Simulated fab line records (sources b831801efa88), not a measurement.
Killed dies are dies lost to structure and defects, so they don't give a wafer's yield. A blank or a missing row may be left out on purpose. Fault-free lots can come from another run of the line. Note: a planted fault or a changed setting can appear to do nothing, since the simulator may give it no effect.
fab line records	flow sky130
[record] lots = 5	wafers = 15	lastDay = 50
route steps=708 shown LI_CONTACT@383 LOCAL_INTERCONNECT@387
lots with no fault: from the same line, run without faults
startH: the number of hours between the record's first day and the start of the first shown wafer of the lot	waitH: hours from the lot's prior step to this one	" the same as in the row above	L1.1+2: one row covering several wafers at once	- no value present, or no start provided	* or withheld: withheld	< > ~ a bound
route shown NAME@n: NAME is a module with steps in the file, n the number in the route of the first one	usual: the fault-free wafers' mean and standard deviation	same: alike in all rows	chamber/n: place in a boat	sites: each site's reading	_std_site: their standard deviation	_edge_site: the outer-site mean with the inner-site mean subtracted	radiusMm: for every site, how far away it sits from the centre of the wafer	mask NAME#n: copy n	behind: the last tool/chamber to shape the wafer	hold: the reason the lot was held/the length of the hold in hours/how it ended	device: which transistor (n, p or np) failed to switch	end of line: the route-end tests of the same wafers	for a step that has no rows: nothing shown but its recipe	killed: dies lost to structure and defects at the first sort, not the wafer's yield	map: shows each die of a wafer: x if killed, . if not, _ if none is there
set.NAME: the setting the step ran with; set.NAME@STEP: the setting that earlier step ran with	model.NAME: the simulator's own value behind a step, which no gauge read
lots at selected steps of the route; one table per step, one row per wafer
services: a tool's chamber out of use, with start hour (startH, from the record's first day; less than 0 if before it), hours out, and reason
[[steps]]
[step SKY_LI_CONTACT_CVD_21]
[recipe] material = W	targetThkNm = 400	timeS = 120.56	tempC = 400	pressureTorr = 40
[usual] heaterPowerOuterW = 582/35	heaterPowerW = 952/67
lot.wafer	tool	chamber	startH	waitH	heaterPowerOuterW	heaterPowerW
L079.4	cvdW-02	0	720.83	0.1	602	1036
L079.5	"	1	"	"	603	1022
L079.6	"	0	"	"	582	996
L080.1	cvdW-01	1	734.56	0.0	595	952
L080.2	"	0	"	"	546	840
L080.6	"	0	"	"	524	858
L081.1	cvdW-01	1	738.93	0.0	589	941
L081.2	"	0	"	"	531	844
L081.4	"	1	"	"	591	934
L092.1	cvdW-02	0	817.38	0.0	607	1010
L092.4	"	0	"	"	597	1024
L092.6	"	1	"	"	613	1006
L096.1	cvdW-01	1	849.60	0.0	598	936
L096.3	"	0	"	"	531	875
L096.6	"	0	"	"	515	856
[step SKY_LI_CONTACT_RS_MEAS_22]
[recipe] thkMeasGauge = four-point-probe	reads = W_of_LI_CONTACT_CVD_21+TiN_of_LI_CONTACT_SPUTTER_20+Ti_of_LI_CONTACT_SPUTTER_19
[usual] LI_CONTACT_W_RS = 0.2840/0.0024
lot.wafer	tool	chamber	startH	waitH	LI_CONTACT_W_RS[ohm/sq]
L079.4	filmMetro-01	-	720.98	0.1	0.2822
L079.5	"	-	"	"	0.2828
L079.6	"	-	"	"	0.2830
L080.1	filmMetro-01	-	734.68	0.1	0.2828
L080.2	"	-	"	"	0.2809
L080.6	"	-	"	"	0.2836
L081.1	filmMetro-01	-	739.06	0.1	0.2836
L081.2	"	-	"	"	0.2859
L081.4	"	-	"	"	0.2854
L092.1	filmMetro-04	-	817.51	0.1	0.2794
L092.4	"	-	"	"	0.2829
L092.6	"	-	"	"	0.2838
L096.1	filmMetro-01	-	849.73	0.1	0.2837
L096.3	"	-	"	"	0.2862
L096.6	"	-	"	"	0.2839
[step SKY_LI_CONTACT_THK_MEAS_23]
[recipe] thkMeasGauge = xrf	reads = W_of_LI_CONTACT_CVD_21
[usual] LI_CONTACT_W_THK = 396/6.5
lot.wafer	tool	chamber	startH	waitH	LI_CONTACT_W_THK[nm]
L079.4	filmMetro-01	-	721.07	0.1	406
L079.5	"	-	"	"	405
L079.6	"	-	"	"	407
L080.1	filmMetro-01	-	734.80	0.1	408
L080.2	"	-	"	"	411
L080.6	"	-	"	"	405
L081.1	filmMetro-01	-	739.18	0.1	404
L081.2	"	-	"	"	404
L081.4	"	-	"	"	403
L092.1	filmMetro-04	-	817.63	0.1	399
L092.4	"	-	"	"	389
L092.6	"	-	"	"	391
L096.1	filmMetro-01	-	849.85	0.1	403
L096.3	"	-	"	"	400
L096.6	"	-	"	"	402
[step SKY_LI_CONTACT_CMP_24]
[recipe] stopOn = PSG	tOverpolishS = 20	downForcePsi = 3.5	platenRpm = 60	targetThkNm = 0	padVelocityMS = 0.94248
[usual] motorCurrentA = 11.0/1	overpolishRunS = 19.999/0.0089	platenRpm = 60.01/0.042	timeToEndpointS = 98/4.2
lot.wafer	tool	chamber	startH	waitH	motorCurrentA	overpolishRunS	platenRpm	timeToEndpointS
L079.4	cmp-02	0	721.15	0.1	12.2	20.008	60.04	98
L079.5	"	3	"	"	13.0	19.990	60.04	101
L079.6	"	0	"	"	13.1	20.003	59.99	97
L080.2	cmp-01	0	734.96	0.1	10.4	19.996	60.08	104
L080.1	"	1	"	"	11.2	20.010	59.96	100
L080.6	"	3	"	"	11.3	19.998	59.97	99
L081.4	cmp-01	1	739.24	0.0	11.1	20.002	60.01	96
L081.1	"	2	"	"	11.2	20.000	59.96	91
L081.2	"	0	"	"	10.6	20.012	59.98	97
L092.1	cmp-02	0	817.69	0.1	12.0	20.001	60.08	92
L092.4	"	1	"	"	9.2	20.007	60.00	98
L092.6	"	1	"	"	8.8	20.000	60.01	100
L096.1	cmp-02	1	849.91	0.1	9.2	20.002	60.01	101
L096.3	"	2	"	"	10.3	20.001	59.92	98
L096.6	"	1	"	"	9.7	19.990	60.04	101
[step SKY_LOCAL_INTERCONNECT_SPUTTER_00]
[recipe] material = TiN	targetThkNm = 100	tempC = 300	powerW = 6500	timeS = 83.3	chamberPressurePa = 0.4
[usual] throttleValvePct = 30.2/1
lot.wafer	tool	chamber	startH	waitH	throttleValvePct
L079.4	pvdSputter-04	-	721.43	0.2	30.2
L079.5	"	-	"	"	30.3
L079.6	"	-	"	"	30.5
L080.1	pvdSputter-04	-	735.16	0.1	30.4
L080.2	"	-	"	"	30.3
L080.6	"	-	"	"	30.3
L081.1	pvdSputter-03	-	739.54	0.2	29.3
L081.2	"	-	"	"	31.3
L081.4	"	-	"	"	30.0
L092.1	pvdSputter-04	-	817.99	0.2	30.1
L092.4	"	-	"	"	28.7
L092.6	"	-	"	"	28.7
L096.1	pvdSputter-03	-	850.21	0.2	30.6
L096.3	"	-	"	"	31.2
L096.6	"	-	"	"	29.2
[step SKY_LOCAL_INTERCONNECT_RS_MEAS_01]
[recipe] thkMeasGauge = four-point-probe	reads = TiN_of_LOCAL_INTERCONNECT_SPUTTER_00
[usual] LOCAL_INTERCONNECT_TIN_RS = 14.15/0.15
lot.wafer	tool	chamber	startH	waitH	LOCAL_INTERCONNECT_TIN_RS[ohm/sq]
L079.4	filmMetro-03	-	721.52	0.1	14.07
L079.5	"	-	"	"	14.05
L079.6	"	-	"	"	14.43
L080.1	filmMetro-04	-	735.23	0.0	13.79
L080.2	"	-	"	"	13.94
L080.6	"	-	"	"	14.10
L081.1	filmMetro-03	-	739.60	0.0	14.16
L081.2	"	-	"	"	14.27
L081.4	"	-	"	"	14.38
L092.1	filmMetro-04	-	818.05	0.0	14.10
L092.4	"	-	"	"	14.01
L092.6	"	-	"	"	14.06
L096.1	filmMetro-04	-	850.27	0.0	14.13
L096.3	"	-	"	"	14.12
L096.6	"	-	"	"	14.12
[step SKY_LOCAL_INTERCONNECT_THK_MEAS_02]
[recipe] thkMeasGauge = xrf	reads = TiN_of_LOCAL_INTERCONNECT_SPUTTER_00
[usual] LOCAL_INTERCONNECT_TIN_THK = 99.7/1.1
lot.wafer	tool	chamber	startH	waitH	LOCAL_INTERCONNECT_TIN_THK[nm]
L079.4	filmMetro-03	-	721.61	0.1	100.0
L079.5	"	-	"	"	99.7
L079.6	"	-	"	"	97.9
L080.1	filmMetro-04	-	735.35	0.1	100.6
L080.2	"	-	"	"	100.0
L080.6	"	-	"	"	99.2
L081.1	filmMetro-03	-	739.72	0.1	99.2
L081.2	"	-	"	"	98.4
L081.4	"	-	"	"	97.8
L092.1	filmMetro-04	-	818.17	0.1	99.2
L092.4	"	-	"	"	99.7
L092.6	"	-	"	"	100.0
L096.1	filmMetro-04	-	850.39	0.1	99.6
L096.3	"	-	"	"	99.7
L096.6	"	-	"	"	99.5
[step SKY_LOCAL_INTERCONNECT_DEHYDRATE_03]
[recipe] tempC = 200	timeS = 60
lot.wafer	tool	chamber	startH	waitH
L079.4+5+6	lithoTrack-02	0	734.21	12.6
L080.1+2+6	lithoTrack-03	0	748.42	13.1
L081.1+2+4	lithoTrack-03	0	753.12	13.4
L092.1+4+6	lithoTrack-04	0	830.91	12.7
L096.1+3+6	lithoTrack-02	0	862.94	12.5
[step SKY_LOCAL_INTERCONNECT_HMDS_04]
[recipe] primeTimeS = 60	primeTempC = 120
lot.wafer	tool	chamber	startH	waitH
L079.4+5+6	lithoTrack-02	0	734.36	0.1
L080.1+2+6	lithoTrack-03	0	748.57	0.1
L081.1+2+4	lithoTrack-03	0	753.27	0.1
L092.1+4+6	lithoTrack-04	0	831.06	0.1
L096.1+3+6	lithoTrack-02	0	863.09	0.1
[step SKY_LOCAL_INTERCONNECT_COAT_05]
[recipe] resist = BARC	tempC = withheld	timeS = withheld	spinRpm = 3000	resistThkNm = 60
lot.wafer	tool	chamber	startH	waitH
L079.4+5+6	lithoTrack-02	0	734.51	0.1
L080.1+2+6	lithoTrack-03	0	748.72	0.1
L081.1+2+4	lithoTrack-03	0	753.42	0.1
L092.1+4+6	lithoTrack-04	0	831.21	0.1
L096.1+3+6	lithoTrack-02	0	863.24	0.1
[step SKY_LOCAL_INTERCONNECT_COAT_06]
[recipe] resist = KrF-thick	spinRpm = 3000	resistThkNm = 450
lot.wafer	tool	chamber	startH	waitH
L079.4+5+6	lithoTrack-02	0	-	-
L080.1+2+6	lithoTrack-03	0	-	-
L081.1+2+4	lithoTrack-03	0	-	-
L092.1+4+6	lithoTrack-04	0	-	-
L096.1+3+6	lithoTrack-02	0	-	-
[step SKY_LOCAL_INTERCONNECT_SOFTBAKE_07]
[recipe] tempC = 100	timeS = 90	resist = KrF-thick
lot.wafer	tool	chamber	startH	waitH
L079.4+5+6	lithoTrack-02	0	-	-
L080.1+2+6	lithoTrack-03	0	-	-
L081.1+2+4	lithoTrack-03	0	-	-
L092.1+4+6	lithoTrack-04	0	-	-
L096.1+3+6	lithoTrack-02	0	-	-
[step SKY_LOCAL_INTERCONNECT_EXPOSE_08]
[recipe] maskId = LI1M	na = 0.8	sourceShape = annular	sigmaInner = 0.55	sigmaOuter = 0.85	targetCdNm = 170	doseMj = 28
[usual] reticleTempC = 22.97/0.12	stageVelMmS = 499.97/0.26
lot.wafer	tool	chamber	startH	waitH	mask	reticleTempC	stageVelMmS
L079.4	krfScanner-02	0	-	-	LI1M#0	22.75	500.16
L079.5	"	0	"	"	LI1M#0	22.80	500.18
L079.6	"	0	"	"	LI1M#0	22.94	500.48
L080.1	krfScanner-02	0	-	-	LI1M#0	22.92	499.73
L080.2	"	0	"	"	LI1M#0	22.90	499.52
L080.6	"	0	"	"	LI1M#0	23.07	499.71
L081.1	krfScanner-01	0	-	-	LI1M#0	23.00	500.31
L081.2	"	0	"	"	LI1M#0	22.82	499.97
L081.4	"	0	"	"	LI1M#0	23.15	500.16
L092.1	krfScanner-01	0	-	-	LI1M#0	23.11	499.95
L092.4	"	0	"	"	LI1M#0	23.01	500.53
L092.6	"	0	"	"	LI1M#0	22.96	500.05
L096.1	krfScanner-02	0	-	-	LI1M#0	23.15	500.02
L096.3	"	0	"	"	LI1M#0	23.04	499.89
L096.6	"	0	"	"	LI1M#0	23.15	500.19
[step SKY_LOCAL_INTERCONNECT_PEB_09]
[recipe] pebTempC = withheld	pebTimeS = withheld	resist = KrF-thick
lot.wafer	tool	chamber	startH	waitH
L079.4+5+6	lithoTrack-03	0	-	-
L080.1+2+6	lithoTrack-03	0	-	-
L081.1+2+4	lithoTrack-04	0	-	-
L092.1+4+6	lithoTrack-03	0	-	-
L096.1+3+6	lithoTrack-02	0	-	-
[step SKY_LOCAL_INTERCONNECT_DEVELOP_10]
[recipe] developTimeS = 60	resist = KrF-thick	devTempC = 21
[same] developTimeS = 60
lot.wafer	tool	chamber	startH	waitH
L079.4+5+6	lithoTrack-03	0	-	-
L080.1+2+6	lithoTrack-03	0	-	-
L081.1+2+4	lithoTrack-04	0	-	-
L092.1+4+6	lithoTrack-03	0	-	-
L096.1+3+6	lithoTrack-02	0	-	-
[step SKY_LOCAL_INTERCONNECT_CD_MEAS_11]
[recipe] targetCdNm = 170
[usual] cdNm = 169.8/1.7
lot.wafer	tool	chamber	startH	waitH	cdNm
L079.4	cdSem-01	-	748.48	-	172.5
L079.5	"	-	"	"	171.8
L079.6	"	-	"	"	172.3
L080.1	cdSem-01	-	761.57	-	169.6
L080.2	"	-	"	"	170.3
L080.6	"	-	"	"	171.0
L081.1	cdSem-01	-	767.01	-	173.4
L081.2	"	-	"	"	172.8
L081.4	"	-	"	"	174.5
L092.1	cdSem-01	-	844.52	-	167.3
L092.4	"	-	"	"	167.0
L092.6	"	-	"	"	167.8
L096.1	cdSem-02	-	876.54	-	170.1
L096.3	"	-	"	"	170.6
L096.6	"	-	"	"	171.8
[step SKY_LOCAL_INTERCONNECT_OVL_MEAS_12]
[usual] LOCAL_INTERCONNECT_OVL = 2/5.2
lot.wafer	tool	chamber	startH	waitH	LOCAL_INTERCONNECT_OVL[nm]
L079.4	overlay-01	-	748.56	0.1	5
L079.5	"	-	"	"	2
L079.6	"	-	"	"	6
L080.1	overlay-02	-	761.69	0.1	4
L080.2	"	-	"	"	2
L080.6	"	-	"	"	5
L081.1	overlay-01	-	767.13	0.1	2
L081.2	"	-	"	"	5
L081.4	"	-	"	"	12
L092.1	overlay-01	-	844.64	0.1	1
L092.4	"	-	"	"	0
L092.6	"	-	"	"	4
L096.1	overlay-02	-	876.66	0.1	3
L096.3	"	-	"	"	1
L096.6	"	-	"	"	5
[step SKY_LOCAL_INTERCONNECT_ETCH_13]
[recipe] chemistry = N2/H2	target = BARC	ionEnergyEv = 200	biasW = 100	pressureMtorr = 30	n2FlowSccm = 100	h2FlowSccm = 200	icpW = 500	stopOn = SiO2	timeS = 45.9	targetDepthA = 600
[usual] drypumpMotorCurrentA = 6.0/0.49	oesProductAu = 0.854/0.0045	throttleValvePct = 13.224/0.0085
lot.wafer	tool	chamber	startH	waitH	drypumpMotorCurrentA	oesProductAu	rfHoursCounterH	throttleValvePct
L079.4	rieMetal-03	1	748.60	0.0	5.3	0.852	-	13.223
L079.5	"	0	"	"	6.5	0.855	-	13.222
L079.6	"	1	"	"	5.3	0.852	-	13.219
L080.1	rieMetal-01	0	761.72	0.0	6.3	0.852	9.9	13.231
L080.2	"	1	"	"	6.4	0.846	6.3	13.227
L080.6	"	0	"	"	6.3	0.854	-	13.211
L081.1	rieMetal-04	0	767.16	0.0	5.7	0.853	6.5	13.213
L081.2	"	0	"	"	5.7	0.848	-	13.217
L081.4	"	0	"	"	5.7	0.858	-	13.239
L092.1	rieMetal-03	0	844.67	0.0	6.5	0.852	9.1	13.208
L092.4	"	0	"	"	6.5	0.848	-	13.224
L092.6	"	1	"	"	5.4	0.854	-	13.225
L096.1	rieMetal-01	1	876.69	0.0	6.4	0.848	10.6	13.209
L096.3	"	1	"	"	6.4	0.847	-	13.222
L096.6	"	1	"	"	6.4	0.853	-	13.219
[[services]]
tool	chamber	startH	hours	kind
cvdW-02	-	699.39	4.3	pm
krfScanner-01	-	713.27	0.8	pm
cvdW-02	-	716.61	2.8	pm
krfScanner-02	-	720.18	0.8	pm
krfScanner-02	-	732.98	1.3	pm
rieMetal-03	-	741.77	2.8	pm
cmp-01	-	744.00	4.0	pm
cmp-02	-	757.73	29.8	repair
cmp-02	-	758.33	2.1	repair
cmp-02	-	761.70	1.3	repair
pvdSputter-03	-	763.15	3.3	repair
krfScanner-02	-	776.80	1.0	pm
cvdW-01	-	778.94	6.0	pm
cmp-01	-	787.75	11.1	pm
cvdW-01	-	788.27	2.8	pm
rieMetal-01	0	792.72	1.0	repair
pvdSputter-04	-	792.95	4.2	repair
cmp-02	-	798.86	5.2	pm
krfScanner-01	-	805.53	1.0	pm
rieMetal-01	1	818.78	4.2	repair
rieMetal-03	-	825.76	15.6	pm
krfScanner-01	-	828.57	1.3	pm
krfScanner-02	-	863.98	4.0	pm
cmp-02	-	868.03	1.3	repair
[[key]]
fault none
